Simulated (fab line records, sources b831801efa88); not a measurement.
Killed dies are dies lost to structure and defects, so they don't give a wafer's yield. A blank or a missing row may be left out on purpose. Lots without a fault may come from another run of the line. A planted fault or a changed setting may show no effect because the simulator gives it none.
fab line records | flow sky130
record lots=12 wafers=36 last_day=49
route steps=708 shown SD_N@344 CONTACT@425 VIA1@461
lots that met no fault: from a run of the same line without faults
start_h: hours from the record's first day to the start of the lot's first wafer shown | wait_h: hours since the lot's step before | " the same as in the row above | L1.1+2: a row that stands for several wafers | - no value, or no start given | * or withheld: withheld | < > ~ a bound
route shown NAME@n: a module of which the file shows steps, and the number in the route of the first | usual: mean/standard deviation of fault-free wafers | same: alike in all rows | chamber/n: place in a boat | sites: the reading at each site | _std_site: their standard deviation | _edge_site: outer sites' mean less inner sites' | radius_mm: how far each site lies from the wafer's centre | mask NAME#n: copy n | behind: the tool/chamber that last shaped the wafer | hold: why the lot was held/for how many hours/how that ended | device: the transistor (n, p or np) that didn't switch | end of line: the same wafers' tests at the end of the route | a step without rows: its recipe alone | killed: dies lost to structure and defects at the first sort, not the wafer's yield | map: a wafer's dies, x killed, . not, _ none there
set.NAME: the setting as run; set.NAME@STEP: as run at that earlier step | model.NAME: the simulator's own value behind a step, which no gauge read
steps of the route over a sample of lots; a table a step, a row a wafer
services: from which hour (start_h, from the record's first day; less than 0 if before it) a tool's chamber was out of use, for how many hours, and why
## steps
# step SKY_SD_N_COAT_02
# recipe resist=NOVOLAK spin_rpm=3000 resist_thk_nm=1140
# columns lot.wafer tool chamber start_h wait_h
L726.4+5+6 litho_track-02 0 649.05 0.1
L727.1+4+5 litho_track-01 0 664.40 0.1
L730.1+2+4 litho_track-04 0 688.75 0.1
L731.3+5+6 litho_track-02 0 697.17 0.1
L734.2+3+4 litho_track-04 0 724.47 0.1
L735.2+3+5 litho_track-01 0 726.47 0.1
L736.1+3+6 litho_track-04 0 736.20 0.1
L737.1+4+5 litho_track-01 0 745.40 0.1
L738.2+4+6 litho_track-01 0 751.17 0.1
L740.1+3+6 litho_track-01 0 765.85 0.1
L741.1+3+4 litho_track-01 0 770.85 0.1
L744.2+4+5 litho_track-04 0 789.32 0.1
# step SKY_SD_N_STRIP_11
# recipe chemistry=O2/N2 power_w=1400 pressure_mtorr=1500 platen_temp_c=withheld o2_flow_sccm=3000 n2_flow_sccm=300 overash_fraction=0.5
# usual drypump_motor_current_A=5.6/0.35 oes_product_au=0.527/0.0041 strip_time_to_endpoint_s=22.54/0.042
# columns lot.wafer tool chamber start_h wait_h drypump_motor_current_A oes_product_au rf_hours_counter_h strip_time_to_endpoint_s
L726.4 plasma_asher-04 0 663.59 0.1 5.7 0.521 - 22.57
L726.5 " 0 " " 5.7 0.530 - 22.57
L726.6 " 1 " " 5.0 0.536 - 22.55
L727.1 plasma_asher-04 1 678.78 0.1 5.1 0.526 26 22.52
L727.4 " 0 " " 5.7 0.519 - 22.51
L727.5 " 1 " " 5.1 0.523 - 22.49
L730.1 plasma_asher-01 1 703.35 0.1 5.8 0.530 58 22.59
L730.2 " 0 " " 5.8 0.520 58 22.58
L730.4 " 1 " " 5.8 0.527 - 22.52
L731.3 plasma_asher-01 1 712.14 0.1 5.8 0.525 - 22.54
L731.5 " 1 " " 5.8 0.535 - 22.61
L731.6 " 0 " " 5.9 0.527 - 22.56
L734.2 plasma_asher-01 0 739.28 0.1 5.9 0.528 62 22.49
L734.3 " 1 " " 5.8 0.521 - 22.51
L734.4 " 0 " " 5.9 0.531 - 22.49
L735.2 plasma_asher-01 1 741.10 0.1 5.8 0.524 62 22.56
L735.3 " 1 " " 5.8 0.523 - 22.55
L735.5 " 0 " " 5.9 0.528 - 22.56
L736.1 plasma_asher-03 0 750.08 0.1 6.0 0.533 1 22.51
L736.3 " 0 " " 6.0 0.528 - 22.46
L736.6 " 1 " " 5.9 0.526 - 22.53
L737.1 plasma_asher-03 0 759.65 0.1 6.0 0.524 1 22.51
L737.4 " 1 " " 5.9 0.527 - 22.48
L737.5 " 1 " " 5.9 0.531 - 22.50
L738.2 plasma_asher-04 1 765.40 0.1 5.0 0.530 35 22.54
L738.4 " 0 " " 5.7 0.529 - 22.49
L738.6 " 0 " " 5.7 0.524 - 22.56
L740.1 plasma_asher-04 0 779.43 0.1 5.7 0.523 37 22.08
L740.3 " 0 " " 5.8 0.521 - 22.16
L740.6 " 1 " " 5.0 0.528 - 22.10
L741.1 plasma_asher-03 1 785.08 0.1 5.9 0.526 3 22.16
L741.3 " 1 " " 5.9 0.532 - 22.16
L741.4 " 0 " " 6.0 0.524 - 22.14
L744.2 plasma_asher-03 1 802.51 0.1 5.9 0.526 4 22.55
L744.4 " 1 " " 5.9 0.524 - 22.57
L744.5 " 1 " " 5.9 0.535 - 22.55
# step SKY_CONTACT_STRIP_19
# recipe chemistry=O2/N2 power_w=1400 pressure_mtorr=1500 platen_temp_c=withheld o2_flow_sccm=3000 n2_flow_sccm=300 overash_fraction=0.5
# usual drypump_motor_current_A=5.87/0.11 oes_product_au=0.380/0.0049 strip_time_to_endpoint_s=3.60/0.046
# columns lot.wafer tool chamber start_h wait_h drypump_motor_current_A oes_product_au rf_hours_counter_h strip_time_to_endpoint_s
L726.4 plasma_asher-03 1 750.94 - 5.85 0.381 - 3.65
L726.5 " 1 " " 5.88 0.375 - 3.64
L726.6 " 0 " " 5.98 0.378 - 3.50
L727.1 plasma_asher-02 0 766.11 - 5.99 0.382 87 3.55
L727.4 " 1 " " 5.71 0.374 - 3.57
L727.5 " 1 " " 5.70 0.377 - 3.56
L730.1 plasma_asher-01 0 789.49 - 5.86 0.378 67 3.55
L730.2 " 1 " " 5.77 0.377 67 3.57
L730.4 " 0 " " 5.86 0.385 - 3.55
L731.3 plasma_asher-02 1 797.59 - 5.71 0.384 - 3.59
L731.5 " 0 " " 6.03 0.384 - 3.69
L731.6 " 1 " " 5.71 0.376 - 3.61
L734.2 plasma_asher-01 1 823.14 - 5.80 0.389 71 3.65
L734.3 " 1 " " 5.81 0.390 - 3.67
L734.4 " 0 " " 5.85 0.385 - 3.67
L735.2 plasma_asher-03 0 825.29 - 5.95 0.381 7 3.60
L735.3 " 1 " " 5.84 0.381 - 3.66
L735.5 " 1 " " 5.87 0.380 - 3.64
L736.1 plasma_asher-02 0 833.51 - 6.03 0.372 94 3.58
L736.3 " 1 " " 5.70 0.377 - 3.59
L736.6 " 1 " " 5.70 0.380 - 3.69
L737.1 plasma_asher-02 1 845.09 - 5.70 0.381 95 3.59
L737.4 " 1 " " 5.70 0.371 - 3.72
L737.5 " 0 " " 5.99 0.378 - 3.73
L738.2 plasma_asher-03 0 849.21 - 5.96 0.389 9 3.62
L738.4 " 0 " " 5.97 0.383 - 3.62
L738.6 " 1 " " 5.87 0.379 - 3.60
L740.1 plasma_asher-02 1 863.06 - 5.69 0.382 98 3.63
L740.3 " 1 " " 5.71 0.391 - 3.60
L740.6 " 0 " " 6.04 0.375 - 3.65
L741.1 plasma_asher-01 1 868.66 - 5.79 0.374 75 3.50
L741.3 " 1 " " 5.82 0.375 - 3.57
L741.4 " 0 " " 5.88 0.378 - 3.54
L744.2 plasma_asher-01 1 886.84 - 5.79 0.384 77 3.59
L744.4 " 1 " " 5.80 0.386 - 3.65
L744.5 " 0 " " 5.88 0.378 - 3.59
# step SKY_VIA1_BOW_MEAS_03
# recipe mode=bow
# usual VIA1_BOW=80/6.9
# columns lot.wafer tool chamber start_h wait_h VIA1_BOW[um]
L726.4 film_metro-01 - 780.79 0.2 77
L726.5 " - " " 85
L726.6 " - " " 79
L727.1 film_metro-01 - 794.79 0.1 78
L727.4 " - " " 83
L727.5 " - " " 89
L730.1 film_metro-04 - 819.09 0.2 80
L730.2 " - " " 87
L730.4 " - " " 68
L731.3 film_metro-04 - 827.04 0.2 83
L731.5 " - " " 84
L731.6 " - " " 91
L734.2 film_metro-04 - 852.70 0.1 80
L734.3 " - " " 77
L734.4 " - " " 65
L735.2 film_metro-04 - 854.72 0.3 75
L735.3 " - " " 73
L735.5 " - " " 74
L736.1 film_metro-04 - 862.37 0.1 90
L736.3 " - " " 83
L736.6 " - " " 91
L737.1 film_metro-03 - 874.14 0.2 61
L737.4 " - " " 88
L737.5 " - " " 71
L738.2 film_metro-04 - 877.86 0.2 74
L738.4 " - " " 82
L738.6 " - " " 82
L740.1 film_metro-01 - 891.90 0.3 87
L740.3 " - " " 82
L740.6 " - " " 91
L741.1 film_metro-03 - 897.89 0.2 76
L741.3 " - " " 82
L741.4 " - " " 80
L744.2 film_metro-03 - 915.95 0.2 81
L744.4 " - " " 76
L744.5 " - " " 85
# step SKY_VIA1_CVD_21
# recipe material=W target_thk_nm=270 time_s=80.902 temp_c=400 pressure_torr=40
# usual heater_power_w=799/61
# columns lot.wafer tool chamber start_h wait_h heater_power_w since_wet_clean_h
L726.4 cvd_w-01 1 809.09 0.1 760 -
L726.5 " 0 " " 882 -
L726.6 " 1 " " 765 -
L727.1 cvd_w-01 0 822.25 0.0 889 918
L727.4 " 0 " " 912 -
L727.5 " 0 " " 890 -
L730.1 cvd_w-01 1 846.66 0.0 757 943
L730.2 " 0 " " 905 943
L730.4 " 1 " " 759 -
L731.3 cvd_w-01 0 854.96 0.1 919 -
L731.5 " 1 " " 756 -
L731.6 " 0 " " 896 -
L734.2 cvd_w-01 1 880.06 0.0 764 976
L734.3 " 1 " " 752 -
L734.4 " 0 " " 891 -
L735.2 cvd_w-02 1 882.01 0.0 757 478
L735.3 " 0 " " 805 -
L735.5 " 0 " " 780 -
L736.1 cvd_w-01 0 889.00 0.0 913 985
L736.3 " 1 " " 755 -
L736.6 " 1 " " 743 -
L737.1 cvd_w-01 1 901.55 0.0 748 998
L737.4 " 1 " " 752 -
L737.5 " 1 " " 741 -
L738.2 cvd_w-02 1 905.05 0.0 757 501
L738.4 " 0 " " 785 -
L738.6 " 0 " " 780 -
L740.1 cvd_w-01 0 919.05 0.0 871 1
L740.3 " 0 " " 898 -
L740.6 " 0 " " 899 -
L741.1 cvd_w-02 1 924.82 0.0 777 521
L741.3 " 1 " " 736 -
L741.4 " 0 " " 788 -
L744.2 cvd_w-02 0 942.16 0.0 786 538
L744.4 " 1 " " 751 -
L744.5 " 1 " " 772 -
## services
# columns tool chamber start_h hours kind
plasma_asher-01 - 626.76 2.8 pm
plasma_asher-01 - 647.84 2.0 repair
cvd_w-01 1 680.64 3.5 repair
plasma_asher-02 - 681.34 8.2 repair
cvd_w-02 - 684.37 1.3 repair
plasma_asher-01 - 684.47 0.5 repair
cvd_w-02 1 686.37 4.6 repair
plasma_asher-03 - 712.77 6.4 repair
plasma_asher-03 - 733.75 9.0 pm
cvd_w-02 0 736.83 2.1 repair
plasma_asher-03 - 762.36 8.8 repair
cvd_w-01 0 777.86 6.8 repair
plasma_asher-03 - 795.80 2.8 repair
cvd_w-01 - 836.11 0.7 repair
plasma_asher-04 - 851.89 6.8 repair
plasma_asher-01 - 865.62 2.9 repair
cvd_w-01 - 904.00 14.0 pm
cvd_w-01 0 904.00 14.0 vent_cycle
cvd_w-01 1 904.00 14.0 vent_cycle
plasma_asher-02 - 905.53 1.8 repair
cvd_w-01 - 916.85 0.7 repair
plasma_asher-02 - 923.32 2.3 repair
plasma_asher-03 - 923.77 8.7 repair
plasma_asher-04 - 940.73 9.9 repair
## key
first_sign step=SKY_SD_N_STRIP_11 reading=strip_time_to_endpoint_s direction=down sigmas=9.8 usual=* struck=*
effect none on later readings
met_at SKY_SD_N_COAT_02
struck_lots L740,L741
tester_left_out L740,L741
not_acting_at SKY_CONTACT_STRIP_19,SKY_VIA1_BOW_MEAS_03,SKY_VIA1_CVD_21
onset_between 751.17 765.85
fault kind=process_parameter_drift tool=litho_track-01 chamber=- onset_h=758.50 steps=SKY_SD_N_COAT_02 channel=resist_thk_nm offset=-37.227 shape=step end_h=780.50 acts_in=these_recipes_only stated=1140
# tester_left_out: of these lots the tester's yield and bins aren't shown, on N5 and GAA mostly nor the transistor test; their killed dies are dies lost to structure and defects alone, not to doping, threshold or leakage, so they don't give the yield
